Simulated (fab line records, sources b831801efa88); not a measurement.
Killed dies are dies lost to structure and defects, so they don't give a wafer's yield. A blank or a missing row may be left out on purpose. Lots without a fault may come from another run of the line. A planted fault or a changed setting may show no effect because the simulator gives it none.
A struck lot beside a sound one | flow sky130 | 15 steps out of a route of 708
Sound: wafers L622.2, L622.3, L622.4. Struck: wafer L631.6. (L631.2, L631.4 of the same lot were not struck and are left out.) The cause comes at the end.
At each step with rows: each side's tool, then ch and its chambers, then its first start. Under that, the readings that differ: sound wafers | struck wafers | difference of the means | sigmas: that difference in standard deviations of wafers without a fault.
alike: readings whose means differ by less than 2 such deviations, and words and numbers that are the same on both sides. not compared: withheld readings, readings that some wafer has no value for, bounds like >300 that may hide the same value, and numbers for which the record gives no deviation and whose values overlap.
The two part at a step that has a row with sigmas, a row that says differs or no value, or rows on one side only. Numbers that don't overlap but have no deviation are shown without sigmas and don't part them. A reading that every wafer of one side lacks parts them only if that side has two wafers or more.

SKY_SONOS_ONO_THK_MEAS_03:
  sound on film_metro-02, day 12 16:11; struck on film_metro-03, day 15 15:46
  alike: SONOS_ONO_CVD_02_THK
then, 1 step without rows for these wafers: SKY_SONOS_ONO_CVD_04 (deposits SiO2 from SiH4/N2O, target thk 5.7199 nm).
SKY_SONOS_ONO_THK_MEAS_05:
  sound on film_metro-02, day 12 17:29; struck on film_metro-03, day 15 17:04
  alike: SONOS_ONO_CVD_04_THK
then, 7 steps without rows for these wafers: SKY_SONOS_ONO_DEHYDRATE_06 (time 60 s); SKY_SONOS_ONO_HMDS_07 (prime time 60 s); SKY_SONOS_ONO_COAT_08 (resist thk 1140 nm); SKY_SONOS_ONO_SOFTBAKE_09 (time 60 s); SKY_SONOS_ONO_EXPOSE_10 (exposes mask ONOM, target cd 410 nm); SKY_SONOS_ONO_PEB_11; SKY_SONOS_ONO_DEVELOP_12 (develop time 60 s).
SKY_SONOS_ONO_CD_MEAS_13: target cd 410 nm.
  sound on cd_sem-01, day 13 19:04; struck on cd_sem-01, day 16 21:49
  alike: cd_nm
SKY_SONOS_ONO_OVL_MEAS_14:
  sound on overlay-01, day 13 19:10; struck on overlay-02, day 16 21:55
  reading            | sound          | struck | difference | sigmas
  SONOS_ONO_OVL (nm) | -1.1 -1.8 -0.7 | 2.9    | +4.1       | +3
SKY_SONOS_ONO_ETCH_15: etches the open film in CHF3/O2, target depth 19.52 nm, time 7.8 s.
  sound on rie_diel-04 ch 0,1,3, day 13 19:12; struck on rie_diel-04 ch 1, day 16 21:57
  reading                               | sound            | struck | difference | sigmas
  model.SONOS_ONO.feature_depth_nm (nm) | 19.75 19.38 20.4 | 18.53  | -1.31      |
  model.etch.depth_nm (nm)              | 19.75 19.38 20.4 | 18.53  | -1.31      |
  alike: chamber_pressure_mTorr, drypump_motor_current_A, oes_product_au, throttle_valve_pct
  not compared: rf_hours_counter_h
then, 1 step without rows for these wafers: SKY_SONOS_ONO_WET_ETCH_16 (etches SiO2 in dHF, target depth 14 nm, time 280 s).
-- the record jumps here: 32 days lie between the struck wafers' starts before and after (it left off in module SONOS_ONO and takes up again in module PAD_OPEN, whose first step shown is number 708 of the route) --
SKY_PAD_OPEN_PROBE_99:
  the record has rows for the struck wafers here (prober-02, day 49 01:25) and none for the sound ones

WHERE THEY PART
First at SKY_SONOS_ONO_OVL_MEAS_14; last, within this record, at SKY_PAD_OPEN_PROBE_99.

WHY: what the simulator had put in
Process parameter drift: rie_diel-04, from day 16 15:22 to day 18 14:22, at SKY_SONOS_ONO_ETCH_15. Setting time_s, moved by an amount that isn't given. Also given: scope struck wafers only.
